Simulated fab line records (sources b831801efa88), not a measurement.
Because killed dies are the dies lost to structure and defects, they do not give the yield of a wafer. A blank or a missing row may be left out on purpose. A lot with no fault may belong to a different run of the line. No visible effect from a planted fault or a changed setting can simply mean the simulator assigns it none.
Code-filled problem report in 8D (eight disciplines) form || flow gf180mcu || the parts of the form that need people (team, actions taken, sign-off) are left out

== 1. THE ISSUE ==
Mean of cd_nm at GF_M1_CD_MEAS_14: 248.7 nm across 9 wafers in 3 lots; on wafers with no fault it is 229.9 nm (standard deviation 1.2). That is +16 standard deviations from the usual mean.
The step: target cd 230 nm.
First seen on wafer L750.2, day 20 12:15, on cd_sem-01. Wafers with a number at this step in the record: 36, from 12 lots. Rule for "out" (also "out of limits"): further than 4 standard deviations from the usual mean. Any other wafer with a number is counted as sound.

== 2. WHAT IT IS, AND WHAT IT ISN'T ==
{"question": "which readings at this step", "is": "cd_nm", "is not": "-"}
{"question": "which lots", "is": "L750, L751, L752", "is not": "L740, L741, L743, L745, L748, L753, L755, L756, L758"}
{"question": "which wafers of those lots", "is": "all that have a number", "is not": "-"}
{"question": "read on which gauges", "is": "cd_sem-01, cd_sem-02", "is not": "-"}
{"question": "when", "is": "from day 20 12:15", "is not": "up to then (15 sound wafers); but 12 sound wafers of L753, L755, L756, L758 came after"}

== 3. WHAT RULES OUT EACH SUSPECT ==
Counting: a tool at a process step up to the reading stays a suspect if it ran every lot that is out and no sound lot after the first of them.
- ruled out: the gauge at GF_M1_CD_MEAS_14. Those wafers that are out were read across 2 gauges (cd_sem-01, cd_sem-02).
- krf_scanner-02 at GF_M1_EXPOSE_11 (exposes mask Metal1, target cd 230 nm): kept. All lots that are out passed through it, beginning with L750 at day 20 00:22, and no sound lot followed; its final sound lot before that point was L748 at day 19 08:47. Its own readings are out on those wafers: exposure_dose_mJ_cm2.
Remaining after the count: krf_scanner-02 at GF_M1_EXPOSE_11.

== 4. THE CAUSE (what the simulator had put in) ==
Process parameters drifting: krf_scanner-02 at GF_M1_EXPOSE_11, beginning at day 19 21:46. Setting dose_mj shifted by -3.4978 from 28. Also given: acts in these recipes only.
Counting left only this tool.

== 5. SEQUENCE OF EFFECTS, ordered by route ==
Each row: a reading whose mean over the struck wafers that have a number lies more than 3 standard deviations from the usual. Readings are gone through only where the record gives a usual standard deviation; hours: the median, over the lots, of the time from a lot's start at the first step in this table giving one to that lot's start at this step; sigmas: the change measured in usual standard deviations.
{"hours": 0, "step": "GF_M1_EXPOSE_11", "reading": "exposure_dose_mJ_cm2", "usual": 27.993, "on struck wafers": 24.736, "change": -3.257, "sigmas": "-99 or more"}
{"hours": 12, "step": "GF_M1_CD_MEAS_14", "reading": "cd_nm", "usual": "229.9 nm", "on struck wafers": 248.7, "change": "+18.8", "sigmas": "+16"}
Process steps it contains:
- GF_M1_EXPOSE_11: exposes mask Metal1, target cd 230 nm.

== 6. HOW IT WOULD HAVE BEEN CAUGHT EARLIER ==
14 hours passed between the start of the fault at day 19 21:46 and the first reading out of limits at a measuring or inspecting step in this record, taken at day 20 12:15.
At GF_M1_EXPOSE_11, the tool's own readings (exposure_dose_mJ_cm2) were out on each struck wafer the step has a row for, so an alarm limit on them would have fired on the first such wafer.
L752, from the lots that are out (3), started GF_M1_EXPOSE_11 on krf_scanner-02 later than day 20 12:15. Had the tool been put on hold then, it would have been spared.
